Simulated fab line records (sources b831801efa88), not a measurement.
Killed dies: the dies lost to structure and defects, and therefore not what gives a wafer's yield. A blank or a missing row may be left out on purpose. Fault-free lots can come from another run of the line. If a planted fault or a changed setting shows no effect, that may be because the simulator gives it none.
The tool behind it: which one? + flow sky130 + Sampling: 24 lots, 72 wafers, 5 of 708 route steps

## WHAT THE GAUGES READ, wafer by wafer
SKY_DNWELL_TW_MEAS_09.
| lot  | measured    | on            | DNWELL_TW      |
|------|-------------|---------------|----------------|
| L074 | day 3 07:05 | film metro-02 | 1113 1105 1114 |
| L076 | day 3 14:10 | film metro-03 | 1100 1099 1104 |
| L075 | day 3 14:31 | film metro-03 | 1107 1106 1108 |
| L077 | day 3 20:10 | film metro-01 | 1106 1106 1108 |
| L078 | day 4 01:28 | film metro-01 | 1108 1111 1109 |
| L079 | day 4 07:41 | film metro-02 | 1117 1109 1116 |
| L080 | day 4 15:39 | film metro-01 | 1105 1098 1106 |
| L081 | day 4 21:32 | film metro-02 | 1102 1107 1105 |
| L082 | day 5 01:17 | film metro-01 | 1103 1106 1113 |
| L083 | day 5 06:26 | film metro-03 | 1109 1110 1113 |
| L084 | day 5 12:14 | film metro-02 | 1102 1107 1110 |
| L085 | day 5 17:21 | film metro-01 | 1107 1108 1110 |
| L086 | day 5 19:54 | film metro-02 | 1101 1099 1095 |
| L087 | day 6 01:32 | film metro-02 | 1098 1097 1094 |
| L088 | day 6 10:59 | film metro-02 | 1098 1107 1106 |
| L089 | day 6 11:44 | film metro-02 | 1097 1098 1101 |
| L090 | day 6 19:39 | film metro-03 | 1115 1108 1117 |
| L091 | day 6 23:36 | film metro-01 | 1107 1110 1109 |
| L092 | day 7 03:56 | film metro-01 | 1118 1123 1130 |
| L093 | day 7 09:29 | film metro-03 | 1104 1100 1106 |
| L094 | day 7 16:17 | film metro-03 | 1102 1103 1098 |
| L095 | day 8 01:14 | film metro-02 | 1112 1105 1112 |
| L096 | day 8 03:44 | film metro-03 | 1102 1102 1107 |
| L097 | day 8 07:12 | film metro-02 | 1108 1108 1108 |

SKY_CONTACT_BOW_MEAS_05.
| lot  | measured     | on            | CONTACT_BOW (um) |
|------|--------------|---------------|------------------|
| L074 | day 30 18:07 | film metro-01 | 79 93 84         |
| L076 | day 31 09:16 | film metro-04 | 89 76 81         |
| L075 | day 31 07:42 | film metro-03 | 91 87 77         |
| L077 | day 31 10:40 | film metro-01 | 85 86 88         |
| L078 | day 31 21:10 | film metro-04 | 79 83 72         |
| L079 | day 32 11:08 | film metro-01 | 79 83 96         |
| L080 | day 32 20:58 | film metro-03 | 80 75 87         |
| L081 | day 33 08:44 | film metro-01 | 96 101 77        |
| L082 | day 33 13:25 | film metro-03 | 68 63 75         |
| L083 | day 33 16:44 | film metro-01 | 72 89 83         |
| L084 | day 34 02:11 | film metro-01 | 82 82 69         |
| L085 | day 34 05:29 | film metro-01 | 78 90 81         |
| L086 | day 34 11:47 | film metro-03 | 74 76 82         |
| L087 | day 34 21:30 | film metro-01 | 86 80 78         |
| L088 | day 35 08:50 | film metro-01 | 83 81 81         |
| L089 | day 35 14:26 | film metro-01 | 74 84 102        |
| L090 | day 35 18:35 | film metro-03 | 83 82 79         |
| L091 | day 36 02:10 | film metro-01 | 90 81 75         |
| L092 | day 36 04:55 | film metro-01 | 85 83 77         |
| L093 | day 36 13:37 | film metro-01 | 87 89 74         |
| L094 | day 36 22:34 | film metro-03 | 86 84 87         |
| L095 | day 37 19:13 | film metro-03 | 78 73 79         |
| L096 | day 37 20:07 | film metro-04 | 76 72 90         |
| L097 | day 37 21:52 | film metro-04 | 101 93 83        |

SKY_VIA4_RS_MEAS_19: measures by four-point-probe.
| lot  | measured     | on            | VIA4_W_RS (ohm/sq) |
|------|--------------|---------------|--------------------|
| L074 | day 43 01:47 | film metro-03 | 0.214 0.216 0.226  |
| L076 | day 43 16:29 | film metro-01 | 0.211 0.226 0.227  |
| L075 | day 43 12:44 | film metro-03 | 0.209 0.221 0.221  |
| L077 | day 43 17:56 | film metro-01 | 0.226 0.225 0.213  |
| L078 | day 44 00:44 | film metro-01 | 0.222 0.212 0.223  |
| L079 | day 44 12:31 | film metro-01 | 0.223 0.214 0.226  |
| L080 | day 44 22:19 | film metro-01 | 0.221 0.217 0.219  |
| L081 | day 45 06:44 | film metro-03 | 0.217 0.221 0.219  |
| L082 | day 45 13:04 | film metro-04 | 0.217 0.224 0.214  |
| L083 | day 45 13:54 | film metro-04 | 0.225 0.213 0.226  |
| L084 | day 45 21:33 | film metro-01 | 0.213 0.224 0.211  |
| L085 | day 45 21:42 | film metro-03 | 0.222 0.218 0.220  |
| L086 | day 46 03:23 | film metro-04 | 0.224 0.214 0.214  |
| L087 | day 46 11:11 | film metro-01 | 0.218 0.218 0.215  |
| L088 | day 46 21:34 | film metro-03 | 0.219 0.224 0.218  |
| L089 | day 47 05:15 | film metro-01 | 0.219 0.221 0.219  |
| L090 | day 47 05:55 | film metro-01 | 0.218 0.219 0.219  |
| L091 | day 47 12:41 | film metro-01 | 0.213 0.223 0.213  |
| L092 | day 47 12:59 | film metro-03 | 0.221 0.217 0.222  |
| L093 | day 47 18:44 | film metro-04 | 0.225 0.223 0.225  |
| L094 | day 48 03:34 | film metro-01 | 0.212 0.223 0.223  |
| L095 | day 48 16:21 | film metro-01 | 0.213 0.215 0.221  |
| L096 | day 48 18:14 | film metro-04 | 0.222 0.223 0.223  |
| L097 | day 48 19:08 | film metro-03 | 0.225 0.217 0.222  |

## TOOL THAT RAN EACH LOT (tool first, then ch and the chambers of the sampled wafers, then the start)
| lot  | SKY_METAL4_SPUTTER_00        | SKY_METAL4_SPUTTER_03        |
|------|------------------------------|------------------------------|
| L074 | pvd sputter-03, day 39 23:22 | pvd sputter-03, day 39 23:28 |
| L076 | pvd sputter-04, day 40 16:01 | pvd sputter-04, day 40 16:05 |
| L075 | pvd sputter-04, day 40 11:31 | pvd sputter-04, day 40 11:37 |
| L077 | pvd sputter-01, day 40 16:20 | pvd sputter-01, day 40 16:25 |
| L078 | pvd sputter-04, day 40 23:12 | pvd sputter-04, day 40 23:17 |
| L079 | pvd sputter-01, day 41 12:34 | pvd sputter-01, day 41 12:38 |
| L080 | pvd sputter-04, day 41 21:16 | pvd sputter-04, day 41 21:21 |
| L081 | pvd sputter-04, day 42 08:05 | pvd sputter-04, day 42 08:10 |
| L082 | pvd sputter-03, day 42 11:48 | pvd sputter-03, day 42 11:53 |
| L083 | pvd sputter-03, day 42 13:28 | pvd sputter-03, day 42 13:33 |
| L084 | pvd sputter-04, day 42 23:35 | pvd sputter-04, day 42 23:40 |
| L085 | pvd sputter-03, day 43 02:07 | pvd sputter-03, day 43 02:12 |
| L086 | pvd sputter-01, day 43 06:35 | pvd sputter-01, day 43 06:41 |
| L087 | pvd sputter-04, day 43 14:11 | pvd sputter-04, day 43 14:17 |
| L088 | pvd sputter-01, day 44 01:48 | pvd sputter-01, day 44 01:53 |
| L089 | pvd sputter-03, day 44 09:16 | pvd sputter-03, day 44 09:20 |
| L090 | pvd sputter-01, day 44 09:52 | pvd sputter-01, day 44 09:56 |
| L091 | pvd sputter-04, day 44 19:02 | pvd sputter-04, day 44 19:08 |
| L092 | pvd sputter-01, day 44 19:23 | pvd sputter-01, day 44 19:28 |
| L093 | pvd sputter-04, day 45 01:01 | pvd sputter-04, day 45 01:07 |
| L094 | pvd sputter-04, day 45 10:49 | pvd sputter-04, day 45 10:54 |
| L095 | pvd sputter-01, day 46 01:53 | pvd sputter-01, day 46 01:58 |
| L096 | pvd sputter-03, day 46 03:42 | pvd sputter-03, day 46 03:47 |
| L097 | pvd sputter-04, day 46 04:18 | pvd sputter-04, day 46 04:23 |
- SKY_METAL4_SPUTTER_00: material Ti, target thk 15 nm, time 10 s.
- SKY_METAL4_SPUTTER_03: material Ti, target thk 5 nm, time 3.3 s.

## AS READ BY THE TOOLS THEMSELVES (means over the sampled wafers that have a number; for cases with no such wafer, the mark the record gives instead)
SKY_METAL4_SPUTTER_00.
| lot  | tool           | chamber pressure pa (Pa) | throttle valve pct (%) |
|------|----------------|--------------------------|------------------------|
| L074 | pvd sputter-03 | 0.4001                   | 29.8                   |
| L076 | pvd sputter-04 | 0.4006                   | 28.9                   |
| L075 | pvd sputter-04 | 0.4006                   | 29.0                   |
| L077 | pvd sputter-01 | 0.4001                   | 29.1                   |
| L078 | pvd sputter-04 | 0.4002                   | 29.5                   |
| L079 | pvd sputter-01 | 0.3995                   | 30.4                   |
| L080 | pvd sputter-04 | 0.4006                   | 29.4                   |
| L081 | pvd sputter-04 | 0.3995                   | 29.1                   |
| L082 | pvd sputter-03 | 0.4000                   | 29.7                   |
| L083 | pvd sputter-03 | 0.3999                   | 29.4                   |
| L084 | pvd sputter-04 | 0.4001                   | 29.7                   |
| L085 | pvd sputter-03 | 0.4011                   | 30.3                   |
| L086 | pvd sputter-01 | 0.4000                   | 30.4                   |
| L087 | pvd sputter-04 | 0.4000                   | 29.7                   |
| L088 | pvd sputter-01 | 0.4005                   | 29.5                   |
| L089 | pvd sputter-03 | 0.4002                   | 29.4                   |
| L090 | pvd sputter-01 | 0.3987                   | 31.2                   |
| L091 | pvd sputter-04 | 0.4000                   | 29.4                   |
| L092 | pvd sputter-01 | 0.4003                   | 31.3                   |
| L093 | pvd sputter-04 | 0.4007                   | 29.1                   |
| L094 | pvd sputter-04 | 0.4002                   | 28.9                   |
| L095 | pvd sputter-01 | 0.3991                   | 28.4                   |
| L096 | pvd sputter-03 | 0.3990                   | 29.4                   |
| L097 | pvd sputter-04 | 0.3993                   | 28.9                   |

SKY_METAL4_SPUTTER_03.
| lot  | tool           | chamber pressure pa (Pa) | throttle valve pct (%) |
|------|----------------|--------------------------|------------------------|
| L074 | pvd sputter-03 | 0.3998                   | 29.9                   |
| L076 | pvd sputter-04 | 0.3988                   | 28.9                   |
| L075 | pvd sputter-04 | 0.3993                   | 29.1                   |
| L077 | pvd sputter-01 | 0.4010                   | 29.4                   |
| L078 | pvd sputter-04 | 0.4002                   | 29.5                   |
| L079 | pvd sputter-01 | 0.3993                   | 30.6                   |
| L080 | pvd sputter-04 | 0.4005                   | 29.5                   |
| L081 | pvd sputter-04 | 0.3993                   | 29.0                   |
| L082 | pvd sputter-03 | 0.4000                   | 29.8                   |
| L083 | pvd sputter-03 | 0.4007                   | 29.4                   |
| L084 | pvd sputter-04 | 0.4003                   | 29.6                   |
| L085 | pvd sputter-03 | 0.3996                   | 30.2                   |
| L086 | pvd sputter-01 | 0.3990                   | 30.3                   |
| L087 | pvd sputter-04 | 0.4002                   | 29.7                   |
| L088 | pvd sputter-01 | 0.4000                   | 29.7                   |
| L089 | pvd sputter-03 | 0.4002                   | 29.4                   |
| L090 | pvd sputter-01 | 0.4000                   | 31.1                   |
| L091 | pvd sputter-04 | 0.3999                   | 29.5                   |
| L092 | pvd sputter-01 | 0.3991                   | 31.3                   |
| L093 | pvd sputter-04 | 0.3991                   | 29.3                   |
| L094 | pvd sputter-04 | 0.3994                   | 28.9                   |
| L095 | pvd sputter-01 | 0.4003                   | 28.5                   |
| L096 | pvd sputter-03 | 0.4001                   | 29.6                   |
| L097 | pvd sputter-04 | 0.3998                   | 28.9                   |

## THE ANSWER, worked out from the rows above alone
Rule: the usual values come from the lots themselves. The widest of any qualifying gaps counts: lots, ordered by their means at a reading, are off when they make up no more than a third of the lots, leave a main group of 4 or more, and stand apart from it by 3 or more times the standard deviation of that group's means. Not used: any main group whose means are identical at the precision the tables above print for the reading. A lot without any number at a reading at which 4 lots or more have one is off too. All remaining lots with rows at the step are treated as sound. After the gauges, taken in route order, come the tools' own readings; for these a lot's mean is taken, as printed above. The first step at which some lot is off is used, and at that step the reading that is off furthest; a lot without a number counts as furthest.
No lot is off at any reading shown: from this, nothing can be told.

## WHAT THE SIMULATOR HAD INSERTED
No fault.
